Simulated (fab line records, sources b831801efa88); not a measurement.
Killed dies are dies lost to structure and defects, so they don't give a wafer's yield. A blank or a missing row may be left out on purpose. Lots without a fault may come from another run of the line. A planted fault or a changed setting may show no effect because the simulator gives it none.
A struck lot beside a sound one | flow gf180mcu | 15 steps out of a route of 602
Sound: wafers L531.1, L531.2, L531.3. Struck: wafers L537.1, L537.3, L537.6. The cause comes at the end.
At each step with rows: each side's tool, then ch and its chambers, then its first start. Under that, the readings that differ: sound wafers | struck wafers | difference of the means | sigmas: that difference in standard deviations of wafers without a fault.
alike: readings whose means differ by less than 2 such deviations, and words and numbers that are the same on both sides. not compared: withheld readings, readings that some wafer has no value for, bounds like >300 that may hide the same value, and numbers for which the record gives no deviation and whose values overlap.
The two part at a step that has a row with sigmas, a row that says differs or no value, or rows on one side only. Numbers that don't overlap but have no deviation are shown without sigmas and don't part them. A reading that every wafer of one side lacks parts them only if that side has two wafers or more.

first, 1 step without rows for these wafers: GF_V2_ETCH_16 (etches BARC in N2/H2).
GF_V2_ETCH_17: etches SiO2 in C4F8/O2/Ar, stops on TiN, target depth 630 nm.
  sound on rie_diel-03 ch 0,1,2; struck on rie_diel-02 ch 0,2
  alike: oes_product_au
GF_V2_STRIP_18: strips in O2/N2.
  sound on plasma_asher-02 ch 0,1, day 24 17:35; struck on plasma_asher-01 ch 1, day 26 19:43
  alike: drypump_motor_current_A, heater_power_w, oes_product_au
  not compared: rf_hours_counter_h
then, 2 steps without rows for these wafers: GF_V2_STRIP_19 (strips in post etch residue remover, time 1200 s); GF_V2_CLEAN_20 (cleans in DIW).
GF_V2_SPUTTER_21: material Ti, target thk 15 nm, time 80.02 s.
  sound on pvd_sputter-03, day 24 18:10; struck on pvd_sputter-01, day 26 20:16
  alike: chamber_pressure_pa, throttle_valve_pct
then, 1 step without rows for these wafers: GF_V2_SPUTTER_22 (material TiN, target thk 10 nm, time 40 s).
GF_V2_CVD_23: deposits W, target thk 350 nm, time 104.94 s.
  sound on cvd_w-01 ch 0,1, day 24 18:16; struck on cvd_w-02 ch 0,1, day 26 20:22
  alike: heater_power_w
GF_V2_RS_MEAS_24: measures by four-point-probe.
  sound on film_metro-04, day 24 18:23; struck on film_metro-02, day 26 20:29
  alike: V2_W_RS
GF_V2_THK_MEAS_25: measures by xrf.
  sound on film_metro-04, day 24 18:30; struck on film_metro-02, day 26 20:36
  alike: V2_W_THK
then, 2 steps without rows for these wafers: GF_V2_CMP_26 (polishes, stops on SiO2, t overpolish 15 s, target thk 0 nm); GF_M3_SPUTTER_00 (material Ti, target thk 37.5 nm, time 150 s).
GF_M3_SPUTTER_01: material TiN, target thk 30 nm, time 25 s.
  sound on pvd_sputter-04, day 24 19:08; struck on pvd_sputter-03, day 26 21:04
  reading                                | sound                | struck               | difference | sigmas
  chamber_pressure_pa (Pa)               | 0.3989 0.4009 0.4000 | 0.5004 0.5001 0.4998 | +0.1002    | +99 or more
  throttle_valve_pct (%)                 | 30.2 28.8 30.4       | 24.7 26.8 26.5       | -3.8       | -4
  model.TiN_of_M3_SPUTTER_01.thk_nm (nm) | 30.28 30.09 30.26    | 28.57 28.59 28.39    | -1.69      |
GF_M3_SPUTTER_02: material AlCu, target thk 450 nm, time 23.9 s.
  sound on pvd_sputter-04, day 24 19:10; struck on pvd_sputter-03, day 26 21:05
  alike: chamber_pressure_pa, throttle_valve_pct
-- the record jumps here: 7 days lie between the struck wafers' starts before and after (it left off in module M3 and takes up again in module PASSIVATION, whose first step shown is number 602 of the route) --
GF_PASSIVATION_PROBE_99:
  the record has rows for the struck wafers here (prober-01, day 34 02:59) and none for the sound ones

WHERE THEY PART
First at GF_M3_SPUTTER_01; last, within this record, at GF_PASSIVATION_PROBE_99.

WHY: what the simulator had put in
Process parameter drift: pvd_sputter-03, from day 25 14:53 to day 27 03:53, at GF_M3_SPUTTER_01. Setting chamber_pressure_pa, moved by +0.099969, from 0.4. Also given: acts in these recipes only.
